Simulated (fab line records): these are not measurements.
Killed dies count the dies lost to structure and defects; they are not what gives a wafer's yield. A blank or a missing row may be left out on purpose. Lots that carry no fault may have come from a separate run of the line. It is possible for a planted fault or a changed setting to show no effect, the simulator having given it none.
Matching of chambers :: flow gf180mcu :: cmp-02 running GF_V5_CMP_04: 4 sister chambers
The step polishes SiO2. 7 wafers are shown with their chamber, then 9 later ones without.

== WAFERS PAIRED WITH THEIR CHAMBERS ==
wafer: L501.1
chamber: 1
motor_current_A (A): 14.8

wafer: L503.4
chamber: 3
motor_current_A (A): 12.5

wafer: L503.6
chamber: 3
motor_current_A (A): 12.1

wafer: L504.2
chamber: 2
motor_current_A (A): 10.9

wafer: L506.2
chamber: 0
motor_current_A (A): 11.7

wafer: L506.3
chamber: 2
motor_current_A (A): 10.9

wafer: L506.6
chamber: 0
motor_current_A (A): 11.3

== WAFERS WITH NO CHAMBER GIVEN ==
wafer: L509.4
motor_current_A (A): 12.1

wafer: L509.5
motor_current_A (A): 14.6

wafer: L509.6
motor_current_A (A): 11.1

wafer: L514.3
motor_current_A (A): 14.3

wafer: L514.4
motor_current_A (A): 12.2

wafer: L514.6
motor_current_A (A): 13.3

wafer: L520.2
motor_current_A (A): 13.8

wafer: L520.3
motor_current_A (A): 11.2

wafer: L520.5
motor_current_A (A): 12.0

== THE CHAMBER EACH PASSED THROUGH ==
wafer: L509.4
from the rows above: can't be placed: 3 or 0
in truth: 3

wafer: L509.5
from the rows above: 1
in truth: 1

wafer: L509.6
from the rows above: can't be placed: 2 or 0
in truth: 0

wafer: L514.3
from the rows above: 1
in truth: 1

wafer: L514.4
from the rows above: 3
in truth: 3

wafer: L514.6
from the rows above: 3
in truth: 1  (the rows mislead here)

wafer: L520.2
from the rows above: 1
in truth: 1

wafer: L520.3
from the rows above: can't be placed: 2 or 0
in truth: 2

wafer: L520.5
from the rows above: can't be placed: 3 or 0
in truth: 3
Placed correctly: 4 of 9. Cannot be placed on the basis of these rows: 4; the candidates contain the true chamber in 4. 1 placed wrongly.
How it was worked out, from the rows above alone: a wafer's distance from a chamber is the root of the sum, over the readings, of the square of ((its reading less the chamber's mean) divided by the reading's scatter). The wafer belongs to the nearest chamber; if the next one is less than 2 further off, it can't be placed. For every chamber, the mean is computed from those of its wafers that are shown. The scatter is the square root of a quotient: the sum, over the shown wafers, of each reading's squared deviation from its chamber's mean, divided by wafers minus chambers.
